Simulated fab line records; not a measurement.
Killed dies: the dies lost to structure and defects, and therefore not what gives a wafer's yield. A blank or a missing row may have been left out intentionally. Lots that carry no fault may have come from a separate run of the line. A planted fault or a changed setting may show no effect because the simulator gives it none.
What tool caused it? + flow gf180mcu + Sampling: 11 lots, 33 wafers, 6 of 602 route steps

## WHAT EACH GAUGE READ, for each wafer
GF_TOP_METAL_RS_MEAS_05: measurement is done with a four-point probe. Usual: TOP_METAL_ALCU_RS 0.03278 ohm/sq, standard deviation 0.0002.
| lot  | measured     | on            | TOP_METAL_ALCU_RS (ohm/sq) | flag |
|------|--------------|---------------|----------------------------|------|
| L297 | day 27 03:18 | film-metro-03 | 0.03285 0.03291 0.03281    |      |
| L298 | day 27 18:30 | film-metro-03 | 0.03278 0.03281 0.03262    |      |
| L299 | day 27 23:32 | film-metro-02 | 0.03238 0.03237 0.03245    |      |
| L300 | day 28 10:00 | film-metro-04 | 0.03288 0.03282 0.0326     |      |
| L301 | day 28 13:49 | film-metro-04 | 0.03285 0.03264 0.03273    |      |
| L302 | day 28 23:44 | film-metro-04 | 0.03305 0.03292 0.03308    |      |
| L309 | day 31 01:17 | film-metro-04 | 0.03323 0.03268 0.03309    |      |
| L314 | day 32 08:29 | film-metro-02 | 0.04035 0.03272 0.03253    | OFF  |
| L315 | day 32 14:22 | film-metro-03 | 0.03299 0.03283 0.04047    | OFF  |
| L318 | day 33 05:35 | film-metro-02 | 0.03278 0.03272 0.03256    |      |
| L320 | day 33 21:14 | film-metro-04 | 0.0329 0.03273 0.03288     |      |

GF_TOP_METAL_THK_MEAS_06: measures by xrf. Usual: TOP_METAL_ALCU_THK 880 nm, standard deviation 7.1.
| lot  | measured     | on            | TOP_METAL_ALCU_THK (nm) | flag |
|------|--------------|---------------|-------------------------|------|
| L297 | day 27 03:24 | film-metro-03 | 880 873 878             |      |
| L298 | day 27 18:35 | film-metro-03 | 880 876 880             |      |
| L299 | day 27 23:39 | film-metro-02 | 888 887 887             |      |
| L300 | day 28 10:06 | film-metro-04 | 875 875 877             |      |
| L301 | day 28 13:55 | film-metro-04 | 869 874 880             |      |
| L302 | day 28 23:52 | film-metro-04 | 867 871 870             |      |
| L309 | day 31 01:25 | film-metro-04 | 868 880 868             |      |
| L314 | day 32 08:37 | film-metro-02 | 716 882 888             | OFF  |
| L315 | day 32 14:28 | film-metro-03 | 869 877 710             | OFF  |
| L318 | day 33 05:42 | film-metro-02 | 876 878 881             |      |
| L320 | day 33 21:20 | film-metro-04 | 885 890 889             |      |

GF_TOP_METAL_OVL_MEAS_15. Usual: TOP_METAL_OVL -0.2 nm, standard deviation 1.5.
| lot  | measured     | on         | TOP_METAL_OVL (nm) | flag |
|------|--------------|------------|--------------------|------|
| L297 | day 27 23:39 | overlay-01 | -2.1 -0.6 -2.1     |      |
| L298 | day 28 13:59 | overlay-02 | -0.7 -1.9 -2.1     |      |
| L299 | day 28 19:27 | overlay-01 | 0.3 2.2 2.1        |      |
| L300 | day 29 05:10 | overlay-01 | -1.7 -1.2 -0.8     |      |
| L301 | day 29 08:08 | overlay-01 | 1.5 1.5 1.7        |      |
| L302 | day 29 18:26 | overlay-02 | -2.8 -2.0 0.7      |      |
| L309 | day 31 18:50 | overlay-01 | -0.4 0.6 0.9       |      |
| L314 | day 33 00:55 | overlay-02 | 1.9 1.4 0.8        |      |
| L315 | day 33 06:37 | overlay-02 | 2.1 1.8 0.9        |      |
| L318 | day 33 21:31 | overlay-02 | -3.0 0.0 -2.2      |      |
| L320 | day 34 11:48 | overlay-01 | 0.8 0.6 -1.9       |      |

## TOOL THAT RAN EACH LOT (tool first, then ch and the chambers of the sampled wafers, then the start)
| lot  | GF_V4_CVD_23                  | GF_V5_CVD_23                  | GF_TOP_METAL_SPUTTER_02      |
|------|-------------------------------|-------------------------------|------------------------------|
| L297 | cvd-w-01 ch 0,1, day 24 07:42 | cvd-w-02 ch 0,1, day 27 02:29 | pvd-sputter-02, day 27 03:10 |
| L298 | cvd-w-02 ch 0,1, day 25 00:31 | cvd-w-01 ch 0,1, day 27 17:40 | pvd-sputter-04, day 27 18:21 |
| L299 | cvd-w-01 ch 0,1, day 25 04:45 | cvd-w-01 ch 0,1, day 27 22:43 | pvd-sputter-02, day 27 23:26 |
| L300 | cvd-w-01 ch 0,1, day 25 15:55 | cvd-w-02 ch 0,1, day 28 08:55 | pvd-sputter-02, day 28 09:52 |
| L301 | cvd-w-02 ch 0,1, day 25 21:05 | cvd-w-01 ch 0,1, day 28 12:52 | pvd-sputter-02, day 28 13:36 |
| L302 | cvd-w-02 ch 0,1, day 26 07:06 | cvd-w-01 ch 0,1, day 28 22:56 | pvd-sputter-02, day 28 23:39 |
| L309 | cvd-w-01 ch 1, day 28 13:30   | cvd-w-02 ch 0,1, day 31 00:28 | pvd-sputter-02, day 31 01:12 |
| L314 | cvd-w-01 ch 0,1, day 29 21:36 | cvd-w-01 ch 0,1, day 32 07:16 | pvd-sputter-02, day 32 08:24 |
| L315 | cvd-w-02 ch 0,1, day 30 05:52 | cvd-w-02 ch 0,1, day 32 13:32 | pvd-sputter-02, day 32 14:15 |
| L318 | cvd-w-02 ch 0,1, day 30 21:50 | cvd-w-02 ch 0,1, day 33 04:46 | pvd-sputter-03, day 33 05:29 |
| L320 | cvd-w-02 ch 0, day 31 15:41   | cvd-w-02 ch 0,1, day 33 20:23 | pvd-sputter-03, day 33 21:07 |
- GF_V4_CVD_23: deposits W, target thk 350 nm, time 104.9 s.
- GF_V5_CVD_23: deposits W, target thk 350 nm, time 104.9 s.
- GF_TOP_METAL_SPUTTER_02: material AlCu, target thk 900 nm, time 47.82 s.

## AS READ BY THE TOOLS THEMSELVES (means over the sampled wafers that have a number; for cases with no such wafer, the mark the record gives instead)
GF_V4_CVD_23. Usual: heater-power-w reads 891 W (standard deviation 130).
| lot  | tool     | heater-power-w (W) | flag |
|------|----------|--------------------|------|
| L297 | cvd-w-01 | 921                |      |
| L298 | cvd-w-02 | 830                |      |
| L299 | cvd-w-01 | 876                |      |
| L300 | cvd-w-01 | 882                |      |
| L301 | cvd-w-02 | 843                |      |
| L302 | cvd-w-02 | 958                |      |
| L309 | cvd-w-01 | 958                |      |
| L314 | cvd-w-01 | 885                |      |
| L315 | cvd-w-02 | 836                |      |
| L318 | cvd-w-02 | 837                |      |
| L320 | cvd-w-02 | 1063               |      |

GF_V5_CVD_23. Usual: heater-power-w reads 900 W (standard deviation 130).
| lot  | tool     | heater-power-w (W) | flag |
|------|----------|--------------------|------|
| L297 | cvd-w-02 | 842                |      |
| L298 | cvd-w-01 | 872                |      |
| L299 | cvd-w-01 | 875                |      |
| L300 | cvd-w-02 | 954                |      |
| L301 | cvd-w-01 | 888                |      |
| L302 | cvd-w-01 | 919                |      |
| L309 | cvd-w-02 | 969                |      |
| L314 | cvd-w-01 | 876                |      |
| L315 | cvd-w-02 | 967                |      |
| L318 | cvd-w-02 | 852                |      |
| L320 | cvd-w-02 | 825                |      |

GF_TOP_METAL_SPUTTER_02. Usual: throttle-valve-pct reads 30.2 % (standard deviation 0.97).
| lot  | tool           | throttle-valve-pct (%) | flag |
|------|----------------|------------------------|------|
| L297 | pvd-sputter-02 | 29.5                   |      |
| L298 | pvd-sputter-04 | 30.5                   |      |
| L299 | pvd-sputter-02 | 29.9                   |      |
| L300 | pvd-sputter-02 | 30.2                   |      |
| L301 | pvd-sputter-02 | 29.9                   |      |
| L302 | pvd-sputter-02 | 30.4                   |      |
| L309 | pvd-sputter-02 | 30.1                   |      |
| L314 | pvd-sputter-02 | 30.2                   |      |
| L315 | pvd-sputter-02 | 29.9                   |      |
| L318 | pvd-sputter-03 | 29.5                   |      |
| L320 | pvd-sputter-03 | 30.5                   |      |

## THE ANSWER, worked out from the rows above alone
Rule: a lot counts as off when the mean over its wafers that have a number is more than 3 standard deviations away from the usual mean. Also off: a lot with no number at a reading for which 4 or more lots have one. Where the step has rows for the other lots, those lots are counted as sound. Order of review: gauges by route order, followed by the tools' own readings, for which a lot's mean as printed above is used. The first step at which some lot is off is used, and at that step the reading that is off furthest; a lot without a number counts as furthest.
Off: L314, L315, at GF_TOP_METAL_RS_MEAS_05 (TOP_METAL_ALCU_RS).
If a tool, at a process step before that reading, ran all the lots that are off and no sound lot after the first of them, it fits. Those tools and the gauges at GF_TOP_METAL_RS_MEAS_05 are tried in the same way. One fits: GF_TOP_METAL_SPUTTER_02 on pvd-sputter-02. Its last sound lot is L309 (day 31 01:12), its first lot that is off L314 (day 32 08:24): a fault that began between those two fits.

## WHAT WAS PUT IN BY THE SIMULATOR
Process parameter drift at GF_TOP_METAL_SPUTTER_02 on pvd-sputter-02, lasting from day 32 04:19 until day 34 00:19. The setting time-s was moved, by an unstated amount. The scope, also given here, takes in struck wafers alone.
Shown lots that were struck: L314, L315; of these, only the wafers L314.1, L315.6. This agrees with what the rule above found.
